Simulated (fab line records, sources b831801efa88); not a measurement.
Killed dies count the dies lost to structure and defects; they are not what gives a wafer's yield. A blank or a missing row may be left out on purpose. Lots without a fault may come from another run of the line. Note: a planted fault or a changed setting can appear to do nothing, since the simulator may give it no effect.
What tool caused it? :: flow sky130 :: 11 lots, 31 wafers sampled, at 2 steps of a route of 708

## WHAT EACH GAUGE READ, for each wafer
SKY_VIA3_THK_MEAS_01.
lot: L895
measured: day 39 05:41
on: filmMetro-02
VIA3_HDPCVD_THK (nm): 1656 1661 1634

lot: L896
measured: day 39 17:06
on: filmMetro-02
VIA3_HDPCVD_THK (nm): 1655 1648 1677

lot: L897
measured: day 39 18:49
on: filmMetro-02
VIA3_HDPCVD_THK (nm): 1670 1629 1668

lot: L898
measured: day 39 21:53
on: filmMetro-03
VIA3_HDPCVD_THK (nm): 1630 1633 1617

lot: L899
measured: day 40 08:30
on: filmMetro-01
VIA3_HDPCVD_THK (nm): 1648 1669 1648

lot: L900
measured: day 41 02:56
on: filmMetro-03
VIA3_HDPCVD_THK (nm): 1654 1656 1667

lot: L905
measured: day 42 12:08
on: filmMetro-02
VIA3_HDPCVD_THK (nm): 1330 1609

lot: L908
measured: day 42 19:16
on: filmMetro-03
VIA3_HDPCVD_THK (nm): 1640 1324

lot: L911
measured: day 43 09:55
on: filmMetro-01
VIA3_HDPCVD_THK (nm): 1658 1673 1658

lot: L912
measured: day 43 16:16
on: filmMetro-01
VIA3_HDPCVD_THK (nm): 1657 1642 1654

lot: L918
measured: day 45 02:36
on: filmMetro-03
VIA3_HDPCVD_THK (nm): 1677 1629 1653

## WHAT TOOL EACH LOT RAN ON (gives the tool, then ch and the chambers of the sampled wafers, and finally the start)
lot: L895
SKY_VIA3_HDPCVD_00: hdpcvd-01 ch 0,1, day 39 05:30

lot: L896
SKY_VIA3_HDPCVD_00: hdpcvd-02 ch 1,2, day 39 16:55

lot: L897
SKY_VIA3_HDPCVD_00: hdpcvd-01 ch 0,2, day 39 18:39

lot: L898
SKY_VIA3_HDPCVD_00: hdpcvd-01 ch 0,1, day 39 21:43

lot: L899
SKY_VIA3_HDPCVD_00: hdpcvd-02 ch 0,1,2, day 40 08:23

lot: L900
SKY_VIA3_HDPCVD_00: hdpcvd-02 ch 0,1,2, day 41 02:46

lot: L905
SKY_VIA3_HDPCVD_00: hdpcvd-01 ch 1,2, day 42 11:57

lot: L908
SKY_VIA3_HDPCVD_00: hdpcvd-01 ch 1,2, day 42 19:04

lot: L911
SKY_VIA3_HDPCVD_00: hdpcvd-02 ch 0,2, day 43 09:40

lot: L912
SKY_VIA3_HDPCVD_00: hdpcvd-02 ch 0,2, day 43 16:06

lot: L918
SKY_VIA3_HDPCVD_00: hdpcvd-02 ch 0,1, day 45 02:25
- SKY_VIA3_HDPCVD_00: deposits SiO2, target thk 1635 nm, time 272.5 s.

## WHAT THE TOOLS THEMSELVES READ (means of the sampled wafers that have a number; where no wafer has one, the mark that the record gives instead)
SKY_VIA3_HDPCVD_00.
lot: L895
tool: hdpcvd-01
runLengthS (s): 300.3

lot: L896
tool: hdpcvd-02
runLengthS (s): 301.0

lot: L897
tool: hdpcvd-01
runLengthS (s): 300.8

lot: L898
tool: hdpcvd-01
runLengthS (s): 300.0

lot: L899
tool: hdpcvd-02
runLengthS (s): 300.6

lot: L900
tool: hdpcvd-02
runLengthS (s): 300.6

lot: L905
tool: hdpcvd-01
runLengthS (s): 275.4

lot: L908
tool: hdpcvd-01
runLengthS (s): 275.1

lot: L911
tool: hdpcvd-02
runLengthS (s): 300.9

lot: L912
tool: hdpcvd-02
runLengthS (s): 300.8

lot: L918
tool: hdpcvd-02
runLengthS (s): 300.6

## THE ANSWER, worked out from the rows above alone
Rule: the lots themselves supply what counts as usual. The widest of any qualifying gaps counts: lots, ordered by their means at a reading, are off when they make up no more than a third of the lots, leave a main group of 4 or more, and stand apart from it by 3 or more times the standard deviation of that group's means. A main group is skipped when, at the precision printed for the reading in the tables above, its means are all equal. A lot without any number at a reading at which 4 lots or more have one is off too. The other lots that the step has rows for count as sound. The gauges are gone through in route order, then the tools' own readings, and for those a lot's mean is taken as printed above. At the first step where some lot is off, the reading lying furthest off is the one used; lots without a number count as furthest.
Off: L905, L908, seen at SKY_VIA3_THK_MEAS_01 (VIA3_HDPCVD_THK). For the main group the mean is 1653 nm and the standard deviation 10.
If a tool, at a process step before that reading, ran all the lots that are off and no sound lot after the first of them, it fits. The gauges at SKY_VIA3_THK_MEAS_01 aren't tried: what is off there is off at SKY_VIA3_HDPCVD_00 too, on other tools, and a gauge's error can't cause that. One fits: hdpcvd-01 at SKY_VIA3_HDPCVD_00. Its last sound lot is L898 (day 39 21:43), its first lot that is off L905 (day 42 11:57): a fault that began between those two fits.
On the lots that are off, the tool's own readings at SKY_VIA3_HDPCVD_00 differ by more than 5 times the standard deviation of the sound lots' means, which bears it out; runLengthS reads 275.2 s there versus 300.6 s on the sound lots.

## WHAT THE SIMULATOR PUT IN
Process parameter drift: hdpcvd-01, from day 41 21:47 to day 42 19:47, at SKY_VIA3_HDPCVD_00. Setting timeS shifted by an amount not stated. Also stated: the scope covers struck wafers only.
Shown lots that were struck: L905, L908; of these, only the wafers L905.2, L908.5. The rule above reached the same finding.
